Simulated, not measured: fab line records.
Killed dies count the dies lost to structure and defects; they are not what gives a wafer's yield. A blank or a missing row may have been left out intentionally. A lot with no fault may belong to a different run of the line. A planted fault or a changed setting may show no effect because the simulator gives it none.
Struck lot and sound lot, side by side | flow gf180mcu | 44 out of 602 route steps
Sound: these wafers, L879.2, L879.3, L879.6. The struck wafers were L883.4, L883.5, L883.6. At the end, the cause is stated.
At each step with rows: each side's tool, then ch and its chambers, then its first start. Under that, the readings that differ: sound wafers | struck wafers | difference of the means | sigmas: that difference in standard deviations of wafers without a fault.
alike: a reading whose means differ by less than 2 such deviations, as well as words and numbers matching on both sides. not compared: withheld readings; readings where some wafer has no value; bounds like >300 that might hide an equal value; numbers whose values overlap and for which the record gives no deviation.
Wherever a step has rows on one side only, a row that says differs or no value, or a row with sigmas, the two part there. Numbers that have no deviation but don't overlap get no sigmas and don't part them. A reading that every wafer of one side lacks parts them only if that side has two wafers or more.

first, 5 steps without rows for these wafers: GF_V4_STRIP_19 (strips in post etch residue remover, time 1200 s); GF_V4_CLEAN_20 (cleans in DIW); GF_V4_SPUTTER_21 (material Ti, target thk 15 nm, time 80.02 s); GF_V4_SPUTTER_22 (material TiN, target thk 10 nm, time 40 s); GF_V4_CVD_23 (deposits W, target thk 350 nm, time 104.9 s).
GF_V4_RS_MEAS_24: uses a four-point probe to measure.
  struck on film metro-01, day 27 04:04; sound on film metro-04, day 25 17:44
  alike: V4_W_RS
GF_V4_THK_MEAS_25: measures by xrf.
  struck on film metro-01, day 27 04:10; sound on film metro-04, day 25 17:51
  alike: V4_W_THK
then, 4 steps without rows for these wafers: GF_V4_CMP_26 (polishes, stops on SiO2, t overpolish 15 s, target thk 0 nm); GF_MIM_SPUTTER_00 (material Ti, target thk 37.5 nm, time 150 s); GF_MIM_SPUTTER_01 (material TiN, target thk 30 nm, time 25 s); GF_MIM_SPUTTER_02 (material AlCu, target thk 450 nm, time 23.9 s).
GF_MIM_SPUTTER_03: material Ti, target thk 10 nm, time 6.7 s.
  struck on pvd sputter-02, day 27 04:39; sound on pvd sputter-03, day 25 18:22
  reading                  | sound                | struck               | difference | sigmas
  chamber pressure pa (Pa) | 0.2991 0.3004 0.3015 | 0.2989 0.2989 0.2988 | -0.0015    | -2
  alike: substrate temp c, throttle valve pct
GF_MIM_SPUTTER_04: material TiN, target thk 50 nm, time 41.7 s.
  struck on pvd sputter-02, day 27 04:40; sound on pvd sputter-03, day 25 18:23
  reading                                 | sound                | struck               | difference | sigmas
  chamber pressure pa (Pa)                | 0.3987 0.3997 0.4008 | 0.3060 0.3052 0.3072 | -0.0936    | -99 or more
  throttle valve pct (%)                  | 29.0 30.6 30.9       | 33.7 33.6 33.3       | +3.4       | +4
  model.TiN_of_MIM_SPUTTER_04.thk nm (nm) | 50.27 50.31 49.84    | 51.41 51.48 51.17    | +1.21      |
GF_MIM_CVD_05: deposits Si3N4, target thk 42 nm, time 29.086 s.
  sound on pecvd-02 ch 0,1, day 25 18:25; struck on pecvd-01 ch 0,1,2, day 27 04:44
  alike: heater power w
  not compared: since wet clean h
GF_MIM_THK_MEAS_06:
  struck on film metro-01, day 27 04:46; sound on film metro-01, day 25 18:28
  alike: MIM_CVD_05_THK
GF_MIM_SPUTTER_07: material TiN, target thk 60 nm, time 51.16 s.
  struck on pvd sputter-03, day 27 04:48; sound on pvd sputter-02, day 25 18:31
  alike: chamber pressure pa, throttle valve pct
then, 2 steps without rows for these wafers: GF_MIM_SPUTTER_08 (material AlCu, target thk 200 nm, time 10.6 s); GF_MIM_SPUTTER_09 (material TiN, target thk 35 nm, time 29.2 s).
GF_MIM_RS_MEAS_10: uses a four-point probe to measure.
  struck on film metro-03, day 27 04:58; sound on film metro-01, day 25 18:38
  alike: MIM_ALCU_RS
GF_MIM_THK_MEAS_11: measures by xrf.
  struck on film metro-03, day 27 05:03; sound on film metro-01, day 25 18:44
  alike: MIM_ALCU_THK
then, 7 steps without rows for these wafers: GF_MIM_DEHYDRATE_12 (time 60 s); GF_MIM_HMDS_13 (prime time 60 s); GF_MIM_COAT_14 (resist thk 1000 nm); GF_MIM_SOFTBAKE_15 (time 60 s); GF_MIM_EXPOSE_16 (exposes mask FuseTop, target cd 2000 nm); GF_MIM_PEB_17; GF_MIM_DEVELOP_18 (develop time 60 s).
GF_MIM_METAL_ETCH_19: etches the open film in Cl2/BCl3, stops on Si3N4, target depth 324.5 nm, time 54.1 s.
  sound on rie metal-01 ch 0,1, day 26 14:50; struck on rie metal-01 ch 0,1, day 28 01:12
  alike: bias w, drypump motor current A, he backside leak sccm, oes product au, throttle valve pct
  not compared: rf hours counter h
GF_MIM_STRIP_20: strips in O2/N2.
  sound on plasma asher-01 ch 0,1, day 26 14:55; struck on plasma asher-01 ch 0,1, day 28 01:17
  alike: drypump motor current A, heater power w, n2 flow sccm, oes product au, platen temp c, strip time to endpoint s
  not compared: rf hours counter h
then, 9 steps without rows for these wafers: GF_MIM_STRIP_21 (strips in post etch residue remover, time 1200 s); GF_MIM_CLEAN_22 (cleans in DIW); GF_M5_DEHYDRATE_00 (time 60 s); GF_M5_HMDS_01 (prime time 60 s); GF_M5_COAT_02 (resist thk 1010 nm); GF_M5_SOFTBAKE_03 (time 60 s); GF_M5_EXPOSE_04 (exposes mask Metal5, target cd 280 nm); GF_M5_PEB_05 (peb time 90 s); GF_M5_DEVELOP_06 (develop time 60 s).
GF_M5_CD_MEAS_07 targets a cd of 280 nm.
  struck on cd sem-01, day 28 21:14; sound on cd sem-01, day 27 11:27
  alike: cd nm
GF_M5_OVL_MEAS_08:
  struck on overlay-01, day 28 21:19; sound on overlay-02, day 27 11:34
  alike: M5_OVL
then, 2 steps without rows for these wafers: GF_M5_ETCH_09 (etches Si3N4 in CF4/O2, target depth 52 nm, time 11.6 s); GF_M5_METAL_ETCH_10 (etches the open film in Cl2/BCl3, stops on SiO2, target depth 750.8 nm, time 125.1 s).
GF_V5_STRIP_19: strips in post etch residue remover, time 1200 s.
  sound on wet bench-04 ch 0, day 28 08:35; struck on wet bench-02 ch 3, day 29 18:26
  reading                                 | sound             | struck            | difference | sigmas
  model.TiN_of_MIM_SPUTTER_04.thk nm (nm) | 49.84 49.88 49.41 | 50.99 51.05 50.75 | +1.22      |
after that, 1 step had no rows for these wafers: GF_PASSIVATION_PROBE_99.

WHERE THEY PART
Earliest at GF_MIM_SPUTTER_03; latest, in this record, at GF_MIM_SPUTTER_04. Later steps at which nothing parts them and some readings are alike: GF_MIM_CVD_05, GF_MIM_THK_MEAS_06, GF_MIM_SPUTTER_07, GF_MIM_RS_MEAS_10, GF_MIM_THK_MEAS_11, GF_MIM_METAL_ETCH_19, GF_MIM_STRIP_20, GF_M5_CD_MEAS_07, GF_M5_OVL_MEAS_08.

WHY: what had been put in by the simulator
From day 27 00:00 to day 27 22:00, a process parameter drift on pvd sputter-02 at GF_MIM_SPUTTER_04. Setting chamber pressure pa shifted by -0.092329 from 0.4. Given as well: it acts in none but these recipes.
